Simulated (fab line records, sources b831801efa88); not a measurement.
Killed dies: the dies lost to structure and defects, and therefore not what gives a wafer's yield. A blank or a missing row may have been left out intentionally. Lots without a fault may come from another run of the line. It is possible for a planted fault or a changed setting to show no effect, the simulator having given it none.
Which tool was responsible? | flow sfqLine | Sampling: 15 lots, 43 wafers, 2 of 325 route steps

## WHAT THE GAUGES READ, wafer by wafer
The record lacks any reading of a measuring or inspecting step that a usual standard deviation could be used to judge.

## WHAT TOOL EACH LOT RAN ON (gives the tool, then ch and the chambers of the sampled wafers, and finally the start)
lot  | SFQ_TRILAYER_I0_DEP_PECVD_027   | SFQ_TRILAYER_I0_CMP_CMP_028
L213 | pecvd-03 ch 0,1,2, day 11 13:13 | cmp-02 ch 1,2,3, day 11 13:17
L214 | pecvd-04 ch 0,2, day 11 15:37   | cmp-01 ch 0,1,3, day 11 15:41
L215 | pecvd-04 ch 0,1, day 11 20:25   | cmp-01 ch 1,2,3, day 11 21:00
L216 | pecvd-03 ch 1,2, day 12 06:08   | cmp-02 ch 1,2,3, day 12 06:13
L218 | pecvd-03 ch 1,2, day 13 10:29   | cmp-02 ch 0,2,3, day 13 11:28
L219 | pecvd-03 ch 0,1, day 13 16:29   | cmp-02 ch 0,3, day 13 17:04
L220 | pecvd-03 ch 0,1, day 13 23:41   | cmp-02 ch 0,2, day 14 11:43
L226 | pecvd-02 ch 0,2, day 15 23:47   | cmp-01 ch 1,2,3, day 16 02:31
L228 | pecvd-03 ch 0,1, day 16 22:16   | cmp-02 ch 0,1,2, day 16 23:51
L229 | pecvd-02 ch 1, day 17 07:57     | cmp-02 ch 0,2,3, day 17 09:34
L230 | pecvd-04 ch 0,1,2, day 17 17:10 | cmp-02 ch 1,3, day 17 17:14
L232 | pecvd-04 ch 0,1,2, day 18 02:06 | cmp-01 ch 1,2, day 18 02:11
L234 | pecvd-03 ch 0,1, day 19 00:54   | cmp-01 ch 0,1,2, day 19 00:59
L235 | pecvd-03 ch 0,2, day 19 08:14   | cmp-01 ch 0,1,2, day 19 08:18
L236 | pecvd-03 ch 0,1, day 19 15:14   | cmp-02 ch 0,1,2, day 19 17:36
- SFQ_TRILAYER_I0_DEP_PECVD_027: deposits SiO2 from SiH4/N2O, time 111.11 s, target thk 500 nm.
- SFQ_TRILAYER_I0_CMP_CMP_028: polishes SiO2.

## WHAT THE TOOLS THEMSELVES READ (means of the sampled wafers that have a number; where no wafer has one, the mark that the record gives instead)
SFQ_TRILAYER_I0_DEP_PECVD_027. Usual: heaterPowerW 84 W, standard deviation 18; rfFwdPowerW 182.3 W, standard deviation 0.54; runLengthS 139.2 s, standard deviation 0.59; throttleValvePct 24.4 %, standard deviation 1.5.
lot  | tool     | heaterPowerW (W) | rfFwdPowerW (W) | runLengthS (s) | throttleValvePct (%) | flag
L213 | pecvd-03 | 103              | 182.2           | 139.6          | 22.9                 | 
L214 | pecvd-04 | 67               | 181.9           | 139.4          | 25.8                 | 
L215 | pecvd-04 | 62               | 182.4           | 139.4          | 26.5                 | 
L216 | pecvd-03 | 100              | 182.0           | 139.2          | 23.6                 | 
L218 | pecvd-03 | 94               | 182.2           | 135.8          | 23.8                 | OFF
L219 | pecvd-03 | 113              | 182.7           | 134.2          | 22.2                 | OFF
L220 | pecvd-03 | 110              | 182.6           | 134.4          | 22.3                 | OFF
L226 | pecvd-02 | 61               | 182.3           | 138.9          | 25.8                 | 
L228 | pecvd-03 | 105              | 182.8           | 139.8          | 22.7                 | 
L229 | pecvd-02 | 82               | 182.6           | 139.1          | 23.9                 | 
L230 | pecvd-04 | 68               | 182.4           | 139.1          | 25.4                 | 
L232 | pecvd-04 | 65               | 182.4           | 138.9          | 25.7                 | 
L234 | pecvd-03 | 103              | 183.0           | 139.8          | 22.6                 | 
L235 | pecvd-03 | 99               | 181.9           | 139.4          | 23.1                 | 
L236 | pecvd-03 | 99               | 182.3           | 139.9          | 22.7                 | 

SFQ_TRILAYER_I0_CMP_CMP_028. Usual: edgeZonePressureFrac 1.000, standard deviation 0.005; motorCurrentA 10.5 A, standard deviation 1.4; timeToEndpointS 215 s, standard deviation 8.2.
lot  | tool   | edgeZonePressureFrac | motorCurrentA (A) | timeToEndpointS (s) | flag
L213 | cmp-02 | 1.002                | 11.1              | 215                 | 
L214 | cmp-01 | 0.997                | 10.1              | 220                 | 
L215 | cmp-01 | 0.999                | 9.7               | 231                 | 
L216 | cmp-02 | 1.002                | 11.2              | 217                 | 
L218 | cmp-02 | 0.999                | 9.7               | 200                 | 
L219 | cmp-02 | 1.000                | 9.6               | 198                 | 
L220 | cmp-02 | 1.005                | 9.9               | 198                 | 
L226 | cmp-01 | 1.000                | 10.2              | 202                 | 
L228 | cmp-02 | 1.002                | 10.4              | 210                 | 
L229 | cmp-02 | 0.999                | 9.7               | 217                 | 
L230 | cmp-02 | 1.000                | 11.4              | 214                 | 
L232 | cmp-01 | 1.002                | 10.2              | 215                 | 
L234 | cmp-01 | 1.000                | 10.1              | 214                 | 
L235 | cmp-01 | 1.005                | 10.1              | 209                 | 
L236 | cmp-02 | 1.002                | 10.9              | 215                 | 

## THE ANSWER, worked out from the rows above alone
Rule: take the mean of a lot's wafers that have a number; if it is more than 3 standard deviations from the usual mean, the lot is off. A lot without any number at a reading at which 4 lots or more have one is off too. The other lots that the step has rows for count as sound. The gauges are gone through in route order, then the tools' own readings, and for those a lot's mean is taken as printed above. The first step at which some lot is off is used, and at that step the reading that is off furthest; a lot without a number counts as furthest.
Off, at SFQ_TRILAYER_I0_DEP_PECVD_027 on runLengthS: L218, L219, L220.
A tool fits if, at that step or a process step before it, it ran every lot that is off, and no sound lot after the first of them. None of those tried fits.

## WHAT THE SIMULATOR PUT IN
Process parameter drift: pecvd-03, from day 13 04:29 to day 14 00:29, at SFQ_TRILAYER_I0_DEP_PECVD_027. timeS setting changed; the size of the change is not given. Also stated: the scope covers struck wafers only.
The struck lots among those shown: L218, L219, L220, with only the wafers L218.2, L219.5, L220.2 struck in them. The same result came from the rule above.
